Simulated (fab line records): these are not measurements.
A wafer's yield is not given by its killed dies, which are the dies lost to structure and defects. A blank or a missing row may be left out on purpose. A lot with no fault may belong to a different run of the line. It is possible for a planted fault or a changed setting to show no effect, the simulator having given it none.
A lot that was struck, set against a sound lot | flow sky130 | 35 out of 708 route steps
Sound: wafers L542.1, L542.4, L542.5. Wafers L548.1, L548.2, L548.4 were the ones struck. At the end, the cause is stated.
Per side, at each step with rows, come the tool, then ch with its chambers, and then its first start. Under that, the readings that differ: sound wafers | struck wafers | difference of the means | sigmas: that difference in standard deviations of wafers without a fault.
alike: same words and numbers on both sides, and readings whose means sit less than 2 such deviations apart. not compared: any withheld reading, any reading some wafer has no value for, any bound like >300 that may hide the same value, and any number with overlapping values for which the record gives no deviation.
The two part at a step that has a row with sigmas, a row that says differs or no value, or rows on one side only. Numbers that don't overlap but have no deviation are shown without sigmas and don't part them. A reading missing from all wafers of one side parts the sides only when that side holds two or more wafers.

first, 10 steps without rows for these wafers: SKY_VIA3_HMDS_05 (prime time 60 s); SKY_VIA3_COAT_06 (resist thk 60 nm); SKY_VIA3_COAT_07 (resist thk 450 nm); SKY_VIA3_SOFTBAKE_08 (time 90 s); SKY_VIA3_EXPOSE_09 (exposes mask VIM3, target cd 200 nm); SKY_VIA3_PEB_10; SKY_VIA3_DEVELOP_11 (develop time 60 s); SKY_VIA3_ETCH_14 (etches BARC in N2/H2, stops on SiO2, time 45.9 s, target depth 60 nm); SKY_VIA3_ETCH_15 (etches SiO2 in C4F8/O2/Ar, stops on TiN, target depth 507 nm, time 78 s); SKY_VIA3_STRIP_16 (strips in O2/N2).
SKY_VIA3_STRIP_17: strips in post etch residue remover, time 1200 s.
  sound on wet bench-04 ch 3, day 41 23:20; struck on wet bench-04 ch 2, day 44 12:12
  alike: bath heat duty pct
then, 23 steps without rows for these wafers: SKY_VIA3_CLEAN_18 (cleans in IPA, time 180 s); SKY_VIA3_CLEAN_19 (cleans in O3/DIW); SKY_VIA3_SPUTTER_20 (material TiN, target thk 20 nm, time 80 s); SKY_VIA3_CVD_21 (deposits W, target thk 390 nm, time 117.31 s); SKY_VIA3_CMP_24 (polishes, stops on SiO2, t overpolish 20 s, target thk 0 nm); SKY_METAL4_SPUTTER_00 (material Ti, target thk 15 nm, time 10 s); SKY_METAL4_SPUTTER_01 (material TiN, target thk 20 nm, time 16.7 s); SKY_METAL4_SPUTTER_02 (material AlCu, target thk 735 nm, time 39.1 s); SKY_METAL4_SPUTTER_03 (material Ti, target thk 5 nm, time 3.3 s); SKY_METAL4_SPUTTER_04 (material TiN, target thk 70 nm, time 58.3 s); SKY_CAP2M_CVD_00 (deposits SiO2, target thk 15.5 nm); SKY_CAP2M_SPUTTER_02 (material TiN, target thk 200 nm, time 166.7 s); SKY_CAP2M_DEHYDRATE_05 (time 60 s); SKY_CAP2M_HMDS_06 (prime time 60 s); SKY_CAP2M_COAT_07 (resist thk 1140 nm); SKY_CAP2M_SOFTBAKE_08 (time 60 s); SKY_CAP2M_EXPOSE_09 (exposes mask CAP2M, target cd 1000 nm); SKY_CAP2M_PEB_10; SKY_CAP2M_DEVELOP_11 (develop time 60 s); SKY_CAP2M_METAL_ETCH_13 (etches TiN in Cl2/BCl3, stops on SiO2, target depth 220 nm, time 62.9 s); SKY_CAP2M_STRIP_14 (strips in O2/N2); SKY_CAP2M_STRIP_15 (strips in post etch residue remover, time 1200 s); SKY_CAP2M_CLEAN_16 (cleans in IPA, time 180 s).
-- the record jumps here: 5 days lie between the struck wafers' starts before and after (it left off in module CAP2M and takes up again in module PAD_OPEN, whose first step shown is number 708 of the route) --
SKY_PAD_OPEN_PROBE_99:
  sound: prober-02 at day 47 17:16; struck: prober-01 at day 49 20:52
  reading                               | sound             | struck            | difference | sigmas
  defect limited yield (%)              | 85.2 84.8 82.7    | 76.0 70.1 71.7    | -11.6      | -7
  killed_at_M0_to_M3                    | 40 42 42          | 85 105 93         | +53        | +8
  killed dies                           | 73 75 85          | 118 147 139       | +57        | +7
  sort_bin_3_pad_short (%)              | 0.8 0.8 0.8       | 3.5 4.1 4.7       | +3.3       | +8
  sort_bin_5_function (%)               | 9.1 10.4 10.4     | 15.4 17.5 17.7    | +6.9       | +5
  sort n pass                           | 419 417 407       | 374 345 353       | -57        | -7
  sort yield pct (%)                    | 85.2 84.8 82.7    | 76.0 70.1 71.7    | -11.6      | -7
  model.etest.tester.sort n pass        | 419 417 407       | 374 345 353       | -57        |
  model.etest.tester.sort yield pct (%) | 85.16 84.76 82.72 | 76.02 70.12 71.75 | -11.58     |
  model.etest.tester.sort_bin_5_pct (%) | 9.146 10.37 10.37 | 15.45 17.48 17.68 | +6.91      |
  model.etest.tester.sort_bin_3_pct (%) | 0.813 0.813 0.813 | 3.455 4.065 4.675 | +3.252     |
  alike: killed_at_M4_up, killed at contacts, killed at front end, killed at other, killed open, killed short, sort_bin_6_memory

== WHERE THEY PART ==
Within this record, at SKY_PAD_OPEN_PROBE_99 only.

WHY: what had been put in by the simulator
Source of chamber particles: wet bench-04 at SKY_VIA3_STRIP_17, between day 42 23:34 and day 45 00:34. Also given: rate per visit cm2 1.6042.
